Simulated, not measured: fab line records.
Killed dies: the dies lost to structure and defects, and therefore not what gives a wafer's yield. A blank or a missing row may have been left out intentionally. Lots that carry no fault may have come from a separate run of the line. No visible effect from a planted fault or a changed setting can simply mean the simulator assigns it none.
Chamber matching -- flow gf180mcu -- GF_POLY_GATE_ETCH_12 on rie diel-04 has 4 sister chambers
The step etches BARC in N2/H2. 8 wafers are shown with their chamber, then 7 later ones without.

== WAFERS, EACH WITH ITS CHAMBER ==
wafer,chamber,drypump motor current A (A),oes product au (a.u.)
L301.6,0,6.1,0.733
L307.3,2,6.1,0.733
L307.6,3,5.4,0.736
L311.4,0,6.1,0.730
L311.5,2,6.1,0.739
L311.6,1,4.8,0.741
L318.2,1,4.9,0.736
L318.4,3,5.4,0.732

== WAFERS WHOSE CHAMBER IS MISSING ==
wafer,drypump motor current A (A),oes product au (a.u.)
L318.6,6.1,0.729
L322.2,6.1,0.726
L322.3,5.4,0.729
L322.6,6.1,0.735
L324.3,5.4,0.731
L324.5,5.4,0.730
L324.6,6.1,0.733

== EACH ONE'S CHAMBER ==
wafer,from the rows above,in truth
L318.6,can't be placed: 0 or 2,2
L322.2,can't be placed: 0 or 2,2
L322.3,3,3
L322.6,can't be placed: 2 or 0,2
L324.3,3,3
L324.5,3,3
L324.6,can't be placed: 0 or 2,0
Correct placement for 3 of the 7. These rows do not allow placing 4 (true chamber among the candidates in 4). Number placed wrongly: 0.
How it was worked out, from the rows above alone: a wafer's distance from a chamber is the root of the sum, over the readings, of the square of ((its reading less the chamber's mean) divided by the reading's scatter). If the next closest chamber is less than 2 further off than the closest, the wafer can't be placed; otherwise it belongs to the closest. A chamber's mean is the mean of its shown wafers. The scatter: the root of (the sum of the squares of (reading less its chamber's mean) over the shown wafers, divided by (wafers less chambers)).
